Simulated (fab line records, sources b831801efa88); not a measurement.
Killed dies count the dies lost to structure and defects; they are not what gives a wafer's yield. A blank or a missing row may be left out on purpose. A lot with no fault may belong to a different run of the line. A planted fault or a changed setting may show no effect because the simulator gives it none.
fab line records    flow sky130
record: lots: 5  wafers: 15  lastDay: 51
route steps=708 shown METAL4@628 VIA4@639
lots that met no fault: taken from a fault-free run of the same line
startH: start of the lot's first displayed wafer, in hours after the record's first day    waitH: hours elapsed since this lot's preceding step    " unchanged from the row above    L1.1+2: one row covering several wafers at once    - value missing, or start not given    * or withheld: withheld    < > ~ a bound
route shown NAME@n: a module of which the file shows steps, and the number in the route of the first    usual: mean/standard deviation of fault-free wafers    same: alike in all rows    chamber/n: place in a boat    sites: readings site by site    _std_site: standard deviation of those values    _edge_site: the outer-site mean with the inner-site mean subtracted    radiusMm: for every site, how far away it sits from the centre of the wafer    mask NAME#n: copy n    behind: tool/chamber where the wafer was last shaped    hold: why the lot went on hold/how many hours it stayed there/how the hold came to an end    device: names the non-switching transistor (n, p or np)    end of line: tests run on the same wafers once the route is complete    step lacking rows: just its recipe    killed: dies that structure and defects cost at the first sort, which is not the same as the wafer's yield    map: per-die view of a wafer (x killed, . not killed, _ where there is no die)
set.NAME: the run value of the setting; set.NAME@STEP: its run value at that earlier step    model.NAME: the simulator's own value behind a step, which no gauge read
lots seen at some steps along the route; tables by step, rows by wafer
services: when a tool's chamber went out of use (startH, in hours from the record's first day, below 0 if earlier), for how many hours, and the reason
== steps ==
step: SKY_METAL4_DEVELOP_12
recipe: developTimeS: 60  resist: KrF-thick  devTempC: 21
usual: exhaustPa: 45.2/0.95
lot.wafer  tool           chamber  startH  waitH  exhaustPa
L074.1     lithoTrack-04  0        -       -      46.5
L074.3     "              0        "       "      46.6
L074.4     "              0        "       "      46.1
L084.1     lithoTrack-04  0        -       -      43.9
L084.2     "              0        "       "      45.9
L084.6     "              0        "       "      44.4
L087.1     lithoTrack-04  0        -       -      45.2
L087.4     "              0        "       "      45.6
L087.6     "              0        "       "      46.5
L094.1     lithoTrack-02  0        -       -      45.6
L094.4     "              0        "       "      45.7
L094.5     "              0        "       "      46.4
L096.1     lithoTrack-01  0        -       -      44.6
L096.2     "              0        "       "      45.5
L096.3     "              0        "       "      44.7
step: SKY_METAL4_CD_MEAS_13
recipe: targetCdNm: 300
usual: cdNm: 300.1/1.6
lot.wafer  tool      chamber  startH   waitH  cdNm
L074.1     cdSem-01  -        1007.77  -      298.8
L074.3     "         -        "        "      298.6
L074.4     "         -        "        "      298.1
L084.1     cdSem-02  -        1071.37  -      298.4
L084.2     "         -        "        "      297.5
L084.6     "         -        "        "      298.1
L087.1     cdSem-02  -        1091.97  -      300.6
L087.4     "         -        "        "      301.1
L087.6     "         -        "        "      301.0
L094.1     cdSem-02  -        1125.21  -      298.2
L094.4     "         -        "        "      296.5
L094.5     "         -        "        "      298.7
L096.1     cdSem-02  -        1135.39  -      298.5
L096.2     "         -        "        "      298.3
L096.3     "         -        "        "      297.8
step: SKY_METAL4_OVL_MEAS_14
usual: METAL4_OVL: 3/5.4
lot.wafer  tool        chamber  startH   waitH  METAL4_OVL[nm]
L074.1     overlay-02  -        1007.89  0.1    13
L074.3     "           -        "        "      5
L074.4     "           -        "        "      7
L084.1     overlay-01  -        1071.49  0.1    -5
L084.2     "           -        "        "      -1
L084.6     "           -        "        "      0
L087.1     overlay-01  -        1092.09  0.1    9
L087.4     "           -        "        "      16
L087.6     "           -        "        "      7
L094.1     overlay-02  -        1125.33  0.1    16
L094.4     "           -        "        "      7
L094.5     "           -        "        "      3
L096.1     overlay-01  -        1135.51  0.1    2
L096.2     "           -        "        "      -7
L096.3     "           -        "        "      5
step: SKY_METAL4_DESCUM_15
recipe: chemistry: O2  sourcePowerW: 150  biasPowerW: 0  pressureMtorr: 10  tempC: 40  timeS: 8
usual: drypumpMotorCurrentA: 5.82/0.23  heBacksideLeakSccm: 3.5/0.39  oesProductAu: 1.003/0.0071
lot.wafer  tool         chamber  startH   waitH  drypumpMotorCurrentA  heBacksideLeakSccm  oesProductAu  rfHoursCounterH
L074.1     rieMetal-04  1        1007.93  0.0    5.56                  3.0                 0.995         7
L074.3     "            1        "        "      5.57                  3.0                 1.014         -
L074.4     "            0        "        "      5.73                  3.5                 0.991         -
L084.1     rieMetal-01  0        1071.53  0.0    5.77                  3.5                 0.993         21
L084.2     "            1        "        "      6.01                  3.6                 1.004         8
L084.6     "            1        "        "      6.04                  3.5                 1.001         -
L087.1     rieMetal-04  1        1092.13  0.0    5.58                  6.0                 0.995         13
L087.4     "            1        "        "      5.56                  3.1                 1.006         -
L087.6     "            1        "        "      5.55                  3.1                 1.001         -
L094.1     rieMetal-01  0        1125.36  0.0    5.76                  3.7                 1.003         24
L094.4     "            0        "        "      5.78                  3.5                 0.990         -
L094.5     "            0        "        "      5.79                  3.5                 1.002         -
L096.1     rieMetal-03  1        1135.55  0.0    5.64                  3.4                 1.007         27
L096.2     "            0        "        "      6.20                  3.4                 1.003         17
L096.3     "            0        "        "      6.20                  3.5                 1.007         -
step: SKY_METAL4_ETCH_16
recipe: chemistry: N2/H2  target: BARC  ionEnergyEv: 200  biasW: 100  pressureMtorr: 30  n2FlowSccm: 100  h2FlowSccm: 200  icpW: 500  stopOn: SiO2  timeS: 88.2  targetDepthA: 600
usual: biasW: 100.00/0.26  drypumpMotorCurrentA: 5.83/0.23  heBacksideLeakSccm: 3.41/0.28  oesProductAu: 0.626/0.0044  throttleValvePct: 13.204/0.0094
lot.wafer  tool         chamber  startH   waitH  biasW   drypumpMotorCurrentA  heBacksideLeakSccm  oesProductAu  rfHoursCounterH  throttleValvePct
L074.1     rieMetal-04  1        1007.96  0.0    100.06  5.60                  3.06                0.629         7                13.187
L074.3     "            1        "        "      99.69   5.59                  3.04                0.624         -                13.227
L074.4     "            0        "        "      99.98   5.72                  3.17                0.626         -                13.220
L084.1     rieMetal-01  0        1071.56  0.0    100.27  5.79                  3.38                0.632         21               13.199
L084.2     "            1        "        "      100.12  6.05                  3.49                0.636         8                13.204
L084.6     "            1        "        "      99.81   6.03                  3.68                0.632         -                13.208
L087.1     rieMetal-04  1        1092.16  0.0    100.21  5.57                  3.08                0.628         13               13.193
L087.4     "            1        "        "      100.17  5.56                  3.11                0.626         -                13.200
L087.6     "            1        "        "      100.24  5.57                  2.91                0.623         -                13.200
L094.1     rieMetal-01  0        1125.41  0.0    99.95   5.78                  3.88                0.623         24               13.198
L094.4     "            0        "        "      99.82   5.76                  3.75                0.628         -                13.219
L094.5     "            0        "        "      99.96   5.78                  3.82                0.624         -                13.206
L096.1     rieMetal-03  1        1135.58  0.0    100.75  5.65                  3.43                0.626         27               13.194
L096.2     "            0        "        "      100.32  6.21                  3.32                0.624         17               13.192
L096.3     "            0        "        "      99.54   6.23                  3.32                0.622         -                13.204
step: SKY_METAL4_ETCH_17
recipe: target: SiO2  stopOn: TiN  chemistry: C4F8/O2/Ar  sourceW: 1500  biasW: 1200  pressureMtorr: 40  c4f8FlowSccm: withheld  O2_flow_sccm: 6  Ar_flow_sccm: 300  timeS: 3.9  targetDepthA: 150
usual: biasW: 1200/3.4  oesProductAu: 0.755/0.007
lot.wafer  tool        chamber  startH   waitH  biasW  oesProductAu  rfHoursCounterH
L074.1     rieDiel-04  0        1008.06  0.1    1199   0.744         12
L074.3     "           3        "        "      1199   0.745         11
L074.4     "           1        "        "      1201   0.756         14
L084.1     rieDiel-01  2        1071.66  0.1    1199   0.756         17
L084.2     "           3        "        "      1196   0.752         9
L084.6     "           2        "        "      1200   0.764         -
L087.1     rieDiel-04  2        1092.26  0.1    1202   0.750         25
L087.4     "           3        "        "      1199   0.760         14
L087.6     "           0        "        "      1201   0.756         -
L094.1     rieDiel-04  0        1125.54  0.1    1198   0.758         15
L094.4     "           3        "        "      1196   0.761         15
L094.5     "           2        "        "      1198   0.760         -
L096.1     rieDiel-04  3        1135.68  0.1    1200   0.740         15
L096.2     "           0        "        "      1199   0.747         16
L096.3     "           2        "        "      1199   0.761         27
step: SKY_METAL4_METAL_ETCH_18
recipe: targetDepthA: 8450  stopOn: SiO2  overEtchFrac: 0.3  timeS: 183.1  chemistry: Cl2/BCl3  resistSidewallDeg: 88  pressureMtorr: 10  icpW: 900  biasW: 48.5  Cl2_flow_sccm: 60  bcl3FlowSccm: 30
usual: biasW: 48.52/0.15  drypumpMotorCurrentA: 5.85/0.24  heBacksideLeakSccm: 3.42/0.23  mfcCl2Sccm: 60.01/0.16  oesProductAu: 0.866/0.0061  throttleValvePct: 22.264/0.009
lot.wafer  tool         chamber  startH   waitH  biasW  drypumpMotorCurrentA  heBacksideLeakSccm  mfcCl2Sccm  oesProductAu  rfHoursCounterH  throttleValvePct
L074.1     rieMetal-03  1        1008.07  0.0    48.73  5.66                  3.58                60.04       0.863         17               22.262
L074.3     "            1        "        "      48.81  5.63                  3.56                59.88       0.859         -                22.251
L074.4     "            0        "        "      48.34  6.22                  3.35                60.08       0.863         -                22.259
L084.1     rieMetal-03  0        1071.67  0.0    48.30  6.23                  3.39                59.80       0.856         12               22.268
L084.2     "            1        "        "      48.63  5.61                  3.59                60.09       0.866         22               22.269
L084.6     "            1        "        "      48.66  5.60                  3.45                59.99       0.875         -                22.251
L087.1     rieMetal-03  1        1092.27  0.0    48.70  5.64                  3.52                59.94       0.871         23               22.250
L087.4     "            0        "        "      48.40  6.22                  3.22                60.30       0.877         -                22.252
L087.6     "            0        "        "      48.39  6.21                  3.43                60.38       0.869         -                22.265
L094.1     rieMetal-04  0        1125.56  0.0    48.70  5.73                  3.44                60.04       0.868         22               22.260
L094.4     "            1        "        "      48.62  5.57                  3.14                59.98       0.870         -                22.262
L094.5     "            0        "        "      48.63  5.76                  3.61                60.11       0.867         -                22.252
L096.1     rieMetal-01  1        1135.70  0.0    48.53  6.02                  3.45                60.09       0.860         12               22.271
L096.2     "            0        "        "      48.60  5.78                  3.57                60.19       0.863         25               22.266
L096.3     "            1        "        "      48.53  6.05                  3.53                60.08       0.867         -                22.262
step: SKY_METAL4_STRIP_19
recipe: chemistry: O2/N2  powerW: 1400  pressureMtorr: 1500  platenTempC: withheld  o2FlowSccm: 3000  n2FlowSccm: 300  overashFraction: 0.5
usual: drypumpMotorCurrentA: 5.6/0.42  oesProductAu: 0.501/0.0051  stripTimeToEndpointS: 6.51/0.065
same: overashFraction: 0.5
lot.wafer  tool            chamber  startH   waitH  drypumpMotorCurrentA  oesProductAu  rfHoursCounterH  stripTimeToEndpointS
L074.1     plasmaAsher-01  0        1008.25  0.1    6.0                   0.499         26               6.47
L074.3     "               0        "        "      5.9                   0.492         -                6.42
L074.4     "               1        "        "      5.1                   0.497         -                6.49
L084.1     plasmaAsher-01  0        1071.85  0.1    6.0                   0.497         32               6.49
L084.2     "               1        "        "      5.2                   0.504         32               6.49
L084.6     "               1        "        "      5.1                   0.499         -                6.44
L087.1     plasmaAsher-03  1        1092.45  0.1    5.2                   0.498         69               6.56
L087.4     "               1        "        "      5.2                   0.495         -                6.48
L087.6     "               1        "        "      5.2                   0.500         -                6.59
L094.1     plasmaAsher-01  0        1125.73  0.1    6.0                   0.503         37               6.53
L094.4     "               1        "        "      5.1                   0.507         -                6.53
L094.5     "               0        "        "      6.0                   0.510         -                6.51
L096.1     plasmaAsher-01  0        1135.93  0.2    6.0                   0.502         38               6.47
L096.2     "               1        "        "      5.1                   0.503         38               6.52
L096.3     "               0        "        "      6.0                   0.496         -                6.47
step: SKY_METAL4_STRIP_20
recipe: chemistry: postEtchResidueRemover  timeS: 1200  tempC: 72.5
usual: bathGuardTempC: 72.4/0.63
lot.wafer  tool         chamber  startH   waitH  bathGuardTempC
L074.1     wetBench-03  1        1008.35  0.1    71.4
L074.3     "            1        "        "      71.5
L074.4     "            1        "        "      71.5
L084.1     wetBench-03  3        1071.95  0.1    72.5
L084.2     "            3        "        "      72.7
L084.6     "            3        "        "      72.7
L087.1     wetBench-03  0        1092.55  0.1    72.8
L087.4     "            0        "        "      72.8
L087.6     "            0        "        "      72.9
L094.1     wetBench-03  2        1125.83  0.1    73.0
L094.4     "            2        "        "      72.7
L094.5     "            2        "        "      72.8
L096.1     wetBench-03  1        1136.03  0.1    71.6
L096.2     "            1        "        "      71.7
L096.3     "            1        "        "      72.0
step: SKY_METAL4_CLEAN_21
recipe: chemistry: IPA  timeS: 180  tempC: 25
lot.wafer   tool         chamber  startH   waitH
L074.1+3+4  wetBench-04  2        1008.72  0.0
L084.1+2+6  wetBench-04  2        1072.29  0.0
L087.1+4+6  wetBench-02  1        1092.89  0.0
L094.1+4+5  wetBench-02  1        1126.17  0.0
L096.1+2+3  wetBench-02  2        1136.37  0.0
step: SKY_METAL4_CLEAN_22
recipe: chemistry: O3/DIW  dry: n2Spin
lot.wafer   tool         chamber  startH   waitH
L074.1+3+4  wetBench-03  1        1008.78  0.0
L084.1+2+6  wetBench-04  2        1072.36  0.0
L087.1+4+6  wetBench-04  3        1092.95  0.0
L094.1+4+5  wetBench-04  2        1126.23  0.0
L096.1+2+3  wetBench-02  0        1136.44  0.0
step: SKY_VIA4_HDPCVD_00
recipe: material: SiO2  targetThkNm: 1750  sigmaOpenFrac: 0.3  timeS: 291.7  tempC: 400  sih4FlowSccm: 60  pressureMtorr: 6
usual: susceptorTempC: 400.01/0.2
lot.wafer  tool       chamber  startH   waitH  susceptorTempC
L074.1     hdpcvd-02  2        1008.88  0.0    399.97
L074.3     "          1        "        "      400.06
L074.4     "          1        "        "      400.24
L084.1     hdpcvd-01  2        1072.46  0.0    400.01
L084.2     "          1        "        "      400.28
L084.6     "          2        "        "      400.15
L087.1     hdpcvd-02  1        1093.04  0.0    400.28
L087.4     "          0        "        "      399.88
L087.6     "          2        "        "      399.86
L094.1     hdpcvd-02  0        1126.32  0.0    400.47
L094.4     "          2        "        "      400.13
L094.5     "          0        "        "      400.17
L096.1     hdpcvd-02  2        1136.54  0.0    399.83
L096.2     "          0        "        "      400.22
L096.3     "          1        "        "      400.32
step: SKY_VIA4_THK_MEAS_01
recipe: reads: SiO2_of_VIA4_HDPCVD_00
usual: VIA4_HDPCVD_THK: 1744/16
lot.wafer  tool          chamber  startH   waitH  VIA4_HDPCVD_THK[nm]
L074.1     filmMetro-02  -        1009.06  0.1    1761
L074.3     "             -        "        "      1739
L074.4     "             -        "        "      1738
L084.1     filmMetro-04  -        1072.64  0.1    1747
L084.2     "             -        "        "      1753
L084.6     "             -        "        "      1766
L087.1     filmMetro-02  -        1093.22  0.1    1722
L087.4     "             -        "        "      1757
L087.6     "             -        "        "      1746
L094.1     filmMetro-04  -        1126.59  0.2    1768
L094.4     "             -        "        "      1762
L094.5     "             -        "        "      1717
L096.1     filmMetro-04  -        1136.72  0.1    1736
L096.2     "             -        "        "      1722
L096.3     "             -        "        "      1729
step: SKY_VIA4_CMP_02
recipe: material: SiO2  downForcePsi: 4  platenRpm: 60  padVelocityMS: 0.94248
usual: headPressurePsi: 3.999/0.0088  motorCurrentA: 12.1/1.3  slurryFilterDpKPa: 13.50/0.13  slurryFlowMlMin: 150.0/0.51
lot.wafer  tool    chamber  startH   waitH  headPressurePsi  motorCurrentA  slurryFilterDpKPa  slurryFlowMlMin
L074.3     cmp-02  1        1009.12  0.0    4.005            13.9           13.47              150.0
L074.1     "       2        "        "      4.013            13.0           13.56              149.0
L074.4     "       0        "        "      4.014            10.2           13.50              150.6
L084.2     cmp-02  1        1072.70  0.0    4.000            13.6           13.39              149.7
L084.1     "       0        "        "      4.000            10.5           13.73              150.1
L084.6     "       1        "        "      4.008            14.3           13.59              149.0
L087.1     cmp-01  2        1094.79  1.6    4.013            13.0           13.61              150.0
L087.4     "       3        "        "      4.001            11.3           13.66              149.5
L087.6     "       1        "        "      4.001            11.5           13.42              150.4
L094.4     cmp-01  0        1126.75  0.1    3.989            10.7           13.46              150.2
L094.1     "       1        "        "      4.000            11.3           13.27              149.5
L094.5     "       3        "        "      3.986            11.2           13.44              150.5
L096.2     cmp-02  2        1136.78  0.0    4.003            13.1           13.26              149.8
L096.3     "       3        "        "      4.002            12.1           13.44              149.3
L096.1     "       0        "        "      4.008            10.9           13.56              150.4
step: SKY_VIA4_BOW_MEAS_03
recipe: mode: bow
usual: VIA4_BOW: 81/8
lot.wafer  tool          chamber  startH   waitH  VIA4_BOW[um]
L074.1     filmMetro-03  -        1009.42  0.2    72
L074.3     "             -        "        "      76
L074.4     "             -        "        "      79
L084.1     filmMetro-04  -        1073.00  0.1    79
L084.2     "             -        "        "      83
L084.6     "             -        "        "      91
L087.1     filmMetro-03  -        1094.99  0.1    86
L087.4     "             -        "        "      85
L087.6     "             -        "        "      93
L094.1     filmMetro-04  -        1126.95  0.1    87
L094.4     "             -        "        "      94
L094.5     "             -        "        "      85
L096.1     filmMetro-04  -        1137.08  0.1    94
L096.2     "             -        "        "      77
L096.3     "             -        "        "      85
step: SKY_VIA4_DEHYDRATE_04
recipe: tempC: 200  timeS: 60
usual: exhaustPa: 44.8/0.84
lot.wafer  tool           chamber  startH   waitH  exhaustPa
L074.1     lithoTrack-04  0        1019.97  10.5   44.5
L074.3     "              0        "        "      45.5
L074.4     "              0        "        "      45.6
L084.1     lithoTrack-01  0        1083.21  10.2   44.7
L084.2     "              0        "        "      46.6
L084.6     "              0        "        "      44.4
L087.1     lithoTrack-01  0        1104.91  9.9    44.8
L087.4     "              0        "        "      44.7
L087.6     "              0        "        "      46.7
L094.1     lithoTrack-03  0        1135.89  8.9    43.2
L094.4     "              0        "        "      44.3
L094.5     "              0        "        "      43.5
L096.1     lithoTrack-01  0        1146.46  9.4    45.1
L096.2     "              0        "        "      42.5
L096.3     "              0        "        "      43.9
step: SKY_VIA4_HMDS_05
recipe: primeTimeS: 60  primeTempC: 120
usual: exhaustPa: 44.6/0.83
same: primeTimeS: 60
lot.wafer  tool           chamber  startH   waitH  exhaustPa
L074.1     lithoTrack-04  0        1020.12  0.1    44.6
L074.3     "              0        "        "      44.5
L074.4     "              0        "        "      44.3
L084.1     lithoTrack-01  0        1083.36  0.1    43.9
L084.2     "              0        "        "      44.5
L084.6     "              0        "        "      42.9
L087.1     lithoTrack-01  0        1105.06  0.1    43.4
L087.4     "              0        "        "      44.3
L087.6     "              0        "        "      43.9
L094.1     lithoTrack-03  0        1136.04  0.1    44.8
L094.4     "              0        "        "      45.8
L094.5     "              0        "        "      44.7
L096.1     lithoTrack-01  0        1146.61  0.1    44.4
L096.2     "              0        "        "      45.2
L096.3     "              0        "        "      45.1
step: SKY_VIA4_COAT_06
recipe: resist: NOVOLAK  spinRpm: 3000  resistThkNm: 1140
usual: exhaustPa: 44.9/0.77
lot.wafer  tool           chamber  startH   waitH  exhaustPa
L074.1     lithoTrack-04  0        1020.27  0.1    45.2
L074.3     "              0        "        "      44.3
L074.4     "              0        "        "      44.3
L084.1     lithoTrack-01  0        1083.51  0.1    44.3
L084.2     "              0        "        "      44.4
L084.6     "              0        "        "      44.7
L087.1     lithoTrack-01  0        1105.21  0.1    45.3
L087.4     "              0        "        "      44.8
L087.6     "              0        "        "      46.5
L094.1     lithoTrack-03  0        1136.19  0.1    44.5
L094.4     "              0        "        "      44.4
L094.5     "              0        "        "      45.3
L096.1     lithoTrack-01  0        1146.76  0.1    46.8
L096.2     "              0        "        "      45.3
L096.3     "              0        "        "      44.8
step: SKY_VIA4_SOFTBAKE_07
recipe: tempC: 90  timeS: 60  resist: NOVOLAK
usual: exhaustPa: 45.1/0.95
lot.wafer  tool           chamber  startH   waitH  exhaustPa
L074.1     lithoTrack-04  0        1020.42  0.1    45.9
L074.3     "              0        "        "      44.8
L074.4     "              0        "        "      45.1
L084.1     lithoTrack-01  0        1083.66  0.1    45.7
L084.2     "              0        "        "      45.7
L084.6     "              0        "        "      45.5
L087.1     lithoTrack-01  0        1105.36  0.1    43.7
L087.4     "              0        "        "      44.6
L087.6     "              0        "        "      45.5
L094.1     lithoTrack-03  0        1136.34  0.1    45.7
L094.4     "              0        "        "      45.9
L094.5     "              0        "        "      44.7
L096.1     lithoTrack-01  0        1146.91  0.1    44.6
L096.2     "              0        "        "      45.7
L096.3     "              0        "        "      44.1
step: SKY_VIA4_EXPOSE_08
recipe: maskId: VIM4  na: 0.6  sourceShape: conventional  sigmaOuter: 0.6  polarization: unpolarized  targetCdNm: 800  doseMj: 132
usual: stageVelMmS: 499.98/0.27
lot.wafer  tool             chamber  startH  waitH  mask    stageVelMmS
L074.1     ilineStepper-01  0        -       -      VIM4#0  499.84
L074.3     "                0        "       "      VIM4#0  500.26
L074.4     "                0        "       "      VIM4#0  500.05
L084.1     ilineStepper-01  0        -       -      VIM4#0  500.41
L084.2     "                0        "       "      VIM4#0  499.87
L084.6     "                0        "       "      VIM4#0  500.16
L087.1     ilineStepper-01  0        -       -      VIM4#0  499.59
L087.4     "                0        "       "      VIM4#0  499.46
L087.6     "                0        "       "      VIM4#0  499.70
L094.1     ilineStepper-02  0        -       -      VIM4#0  499.49
L094.4     "                0        "       "      VIM4#0  499.72
L094.5     "                0        "       "      VIM4#0  499.53
L096.1     ilineStepper-02  0        -       -      VIM4#0  500.27
L096.2     "                0        "       "      VIM4#0  500.39
L096.3     "                0        "       "      VIM4#0  500.20
step: SKY_VIA4_PEB_09
recipe: tempC: withheld  timeS: *  resist: NOVOLAK
usual: exhaustPa: 44.7/0.77
lot.wafer  tool           chamber  startH  waitH  exhaustPa
L074.1     lithoTrack-01  0        -       -      45.8
L074.3     "              0        "       "      44.0
L074.4     "              0        "       "      44.5
L084.1     lithoTrack-01  0        -       -      44.1
L084.2     "              0        "       "      44.1
L084.6     "              0        "       "      45.3
L087.1     lithoTrack-03  0        -       -      45.3
L087.4     "              0        "       "      45.6
L087.6     "              0        "       "      45.3
L094.1     lithoTrack-04  0        -       -      44.2
L094.4     "              0        "       "      42.8
L094.5     "              0        "       "      44.0
L096.1     lithoTrack-03  0        -       -      46.0
L096.2     "              0        "       "      44.9
L096.3     "              0        "       "      45.2
step: SKY_VIA4_DEVELOP_10
recipe: resist: NOVOLAK  developer: TMAH  developTimeS: 60  devTempC: 23
usual: exhaustPa: 45.1/0.86
lot.wafer  tool           chamber  startH   waitH  exhaustPa
L074.1     lithoTrack-01  0        1032.91  0.1    44.4
L074.3     "              0        "        "      44.5
L074.4     "              0        "        "      46.1
L084.1     lithoTrack-01  0        1094.56  0.1    44.4
L084.2     "              0        "        "      45.7
L084.6     "              0        "        "      45.4
L087.1     lithoTrack-03  0        1115.04  0.1    44.2
L087.4     "              0        "        "      44.9
L087.6     "              0        "        "      43.4
L094.1     lithoTrack-04  0        1145.82  0.1    44.6
L094.4     "              0        "        "      45.4
L094.5     "              0        "        "      46.0
L096.1     lithoTrack-03  0        1155.84  0.1    45.2
L096.2     "              0        "        "      45.2
L096.3     "              0        "        "      46.0
step: SKY_VIA4_OVL_MEAS_11
usual: VIA4_OVL: 0.4/1.4
lot.wafer  tool        chamber  startH   waitH  VIA4_OVL[nm]
L074.1     overlay-01  -        1033.06  0.1    -0.7
L074.3     "           -        "        "      -0.2
L074.4     "           -        "        "      0.2
L084.1     overlay-02  -        1094.71  0.1    0.6
L084.2     "           -        "        "      0.6
L084.6     "           -        "        "      -0.5
L087.1     overlay-01  -        1115.19  0.1    0.4
L087.4     "           -        "        "      1.6
L087.6     "           -        "        "      1.6
L094.1     overlay-02  -        1145.97  0.1    1.6
L094.4     "           -        "        "      0.6
L094.5     "           -        "        "      0.3
L096.1     overlay-02  -        1155.99  0.1    0.2
L096.2     "           -        "        "      0.3
L096.3     "           -        "        "      -1.3
step: SKY_VIA4_ETCH_12
recipe: target: SiO2  chemistry: C4F8/O2/Ar  stopOn: TiN  maskMaterial: NOVOLAK  sourceW: 1500  biasW: 1200  pressureMtorr: 40  c4f8FlowSccm: withheld  O2_flow_sccm: 6  Ar_flow_sccm: 300  timeS: withheld  targetDepthA: 5800
usual: biasW: 1200/3.7  oesProductAu: 0.926/0.0043
lot.wafer  tool        chamber  startH   waitH  biasW  oesProductAu
L074.1     rieDiel-03  0        1033.10  0.0    1203   0.923
L074.3     "           1        "        "      1204   0.927
L074.4     "           1        "        "      1202   0.924
L084.1     rieDiel-01  0        1094.75  0.0    1202   0.927
L084.2     "           2        "        "      1198   0.913
L084.6     "           1        "        "      1202   0.924
L087.1     rieDiel-03  0        1115.23  0.0    1198   0.922
L087.4     "           3        "        "      1202   0.917
L087.6     "           2        "        "      1201   0.923
L094.1     rieDiel-03  0        1146.01  0.0    1193   0.929
L094.4     "           1        "        "      1201   0.925
L094.5     "           3        "        "      1202   0.924
L096.1     rieDiel-03  1        1156.03  0.0    1200   0.923
L096.2     "           0        "        "      1200   0.924
L096.3     "           2        "        "      1200   0.928
== services ==
tool             chamber  startH   hours  kind
cmp-01           -        985.66   0.4    repair
rieMetal-04      0        985.94   1.2    repair
wetBench-04      -        990.10   4.7    repair
wetBench-02      -        995.12   0.5    repair
wetBench-04      -        1004.71  2.2    repair
hdpcvd-01        0        1014.89  9.9    repair
rieDiel-03       3        1028.48  1.7    repair
hdpcvd-01        -        1034.14  5.5    pm
rieDiel-04       0        1036.14  4.3    repair
rieDiel-01       -        1036.38  1.0    repair
ilineStepper-02  -        1039.20  1.7    pm
hdpcvd-02        -        1060.74  1.7    repair
cmp-02           -        1084.28  4.0    pm
ilineStepper-01  -        1085.60  1.7    pm
ilineStepper-01  -        1088.97  14.7   repair
plasmaAsher-01   -        1090.32  3.4    repair
cmp-02           -        1092.97  15.6   repair
rieDiel-04       0        1100.79  10.7   repair
ilineStepper-01  -        1108.71  1.0    repair
ilineStepper-01  -        1121.71  3.6    repair
cmp-01           -        1134.85  1.2    repair
cmp-01           -        1137.56  1.8    repair
cmp-02           -        1144.01  4.3    pm
hdpcvd-02        -        1154.81  0.4    repair
== key ==
fault none
